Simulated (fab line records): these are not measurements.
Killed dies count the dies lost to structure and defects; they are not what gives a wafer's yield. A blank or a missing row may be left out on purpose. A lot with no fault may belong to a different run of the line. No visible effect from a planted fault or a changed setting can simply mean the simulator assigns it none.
Code-filled problem report in 8D (eight disciplines) form	flow sky130	the parts of the form that need people (team, actions taken, sign-off) are left out

1. THE ISSUE
Wafers free of any fault read 1347 (standard deviation 8.1) for VT_ADJUST_HVTP_TW at SKY_VT_ADJUST_HVTP_TW_MEAS_11, against a mean of 1302 on 6 wafers of 2 lots. That puts it -5.5 standard deviations away from the usual mean.
First seen on wafer L582.1, day 8 18:14, on filmMetro-01. Wafers with a number at this step in the record: 39, from 13 lots. The rule behind "out" and "out of limits": a value lying over 4 standard deviations away from the usual mean. The rest of the wafers with a number are treated as sound.

2. WHAT THIS IS AND IS NOT
question	is	is not
which readings at this step	VT_ADJUST_HVTP_TW	-
which lots	L582, L584	L572, L573, L574, L575, L586, L588, L589, L590, L592, L593, L595
which wafers of those lots	all that have a number	-
read on which gauges	filmMetro-01	filmMetro-02, filmMetro-03
when	from day 8 18:14	up to then (12 sound wafers); but 21 sound wafers of L586, L588, L589, L590, L592, L593, L595 came after

3. WHAT RULES OUT EACH SUSPECT
Counting: any tool at a process step up to the reading is kept as a suspect provided that every lot that is out went through it and no sound lot did after the first of them.
- the gauge at SKY_VT_ADJUST_HVTP_TW_MEAS_11 is ruled out. All the wafers that are out were read on filmMetro-01, but those of them that SKY_VT_ADJUST_HVTP_IMPLANT_09 has rows for are out there too, on other tools.
- implanter-03 at SKY_VT_ADJUST_HVTP_IMPLANT_09: kept. Every lot that is out went through it, starting with L582 (day 8 17:59), and after that it ran no sound lot; the last sound lot it ran before then is L574 (day 6 14:07). Out on those wafers are its own readings of beamEnergyKeV.
Remaining after the count: implanter-03 at SKY_VT_ADJUST_HVTP_IMPLANT_09.

4. THE CAUSE (what the simulator had put in)
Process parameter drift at SKY_VT_ADJUST_HVTP_IMPLANT_09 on implanter-03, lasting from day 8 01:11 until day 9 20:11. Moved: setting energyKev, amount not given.
Only this tool survived the counting.

5. THE EFFECT CHAIN, in route order
Rows list readings where the struck wafers' mean (over those with a number) sits beyond 3 standard deviations from the usual. Scope: only readings with a usual standard deviation given in the record; hours: median across lots of the time from each lot's start at the first step in this table that gives one to its start at this step; sigmas: change in usual standard deviations.
hours	step	reading	usual	on struck wafers	change	sigmas
0	SKY_VT_ADJUST_HVTP_IMPLANT_09	beamEnergyKeV	150.01	137.53	-12.48	-99 or more
0	SKY_VT_ADJUST_HVTP_TW_MEAS_11	VT_ADJUST_HVTP_TW	1347	1302	-45	-5.5
Here are the process steps it includes:
- SKY_VT_ADJUST_HVTP_IMPLANT_09

6. WHAT WOULD HAVE CAUGHT IT SOONER
In this record the first reading out of limits at a measuring or inspecting step was taken at day 8 18:14, 17 hours after the fault began at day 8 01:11.
Tool's own readings at SKY_VT_ADJUST_HVTP_IMPLANT_09, beamEnergyKeV: out on all struck wafers the step has rows for; an alarm limit on them would have tripped on the first.
Of the lots that are out (2), L584 began SKY_VT_ADJUST_HVTP_IMPLANT_09 on implanter-03 after day 8 18:14. A tool hold placed at that time would have kept it from harm.
